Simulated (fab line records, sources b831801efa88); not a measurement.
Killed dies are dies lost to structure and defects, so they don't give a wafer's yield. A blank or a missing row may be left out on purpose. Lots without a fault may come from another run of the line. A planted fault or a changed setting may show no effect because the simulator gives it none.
Chamber matching | flow sky130 | SKY_VIA3_CMP_02 on cmp-02: 4 sister chambers
The step polishes SiO2. 8 wafers are shown with their chamber, then 12 later ones without.

WAFERS WITH THEIR CHAMBER
wafer  | chamber | motor_current_A (A) | platen_rpm (rpm)
L087.4 | 3       | 12.1                | 60.00
L087.6 | 0       | 10.9                | 60.00
L089.2 | 2       | 11.3                | 59.99
L089.3 | 1       | 13.8                | 60.11
L089.5 | 1       | 12.9                | 60.09
L092.3 | 3       | 11.9                | 60.02
L092.4 | 0       | 11.1                | 59.98
L092.6 | 2       | 11.7                | 59.95

WAFERS WITHOUT THEIR CHAMBER
wafer  | motor_current_A (A) | platen_rpm (rpm)
L093.1 | 12.7                | 60.04
L093.2 | 11.0                | 59.97
L093.3 | 12.1                | 59.96
L094.1 | 12.2                | 60.00
L094.2 | 12.0                | 59.94
L094.3 | 10.5                | 59.91
L095.1 | 11.4                | 59.97
L095.3 | 11.9                | 60.00
L095.6 | 12.8                | 59.99
L097.1 | 11.2                | 59.95
L097.2 | 12.4                | 60.01
L097.4 | 12.6                | 60.01

WHICH CHAMBER EACH WENT THROUGH
wafer  | from the rows above          | in truth
L093.1 | can't be placed: 3 or 1      | 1
L093.2 | can't be placed: 0 or 2      | 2
L093.3 | can't be placed: 2 or 3 or 0 | 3
L094.1 | can't be placed: 3 or 2      | 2
L094.2 | can't be placed: 2 or 3 or 0 | 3
L094.3 | can't be placed: 2 or 0      | 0
L095.1 | can't be placed: 2 or 0      | 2
L095.3 | can't be placed: 3 or 2 or 0 | 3
L095.6 | can't be placed: 3 or 2      | 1
L097.1 | can't be placed: 2 or 0      | 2
L097.2 | 3                            | 3
L097.4 | 3                            | 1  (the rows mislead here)
Placed correctly: 1 of 12. Can't be placed from these rows: 10 (the true chamber is among the candidates in 9). Placed wrongly: 1.
How it was worked out, from the rows above alone: a wafer's distance from a chamber is the root of the sum, over the readings, of the square of ((its reading less the chamber's mean) divided by the reading's scatter). The wafer belongs to the nearest chamber; if the next one is less than 2 further off, it can't be placed. A chamber's mean is the mean of its shown wafers. The scatter: the root of (the sum of the squares of (reading less its chamber's mean) over the shown wafers, divided by (wafers less chambers)).
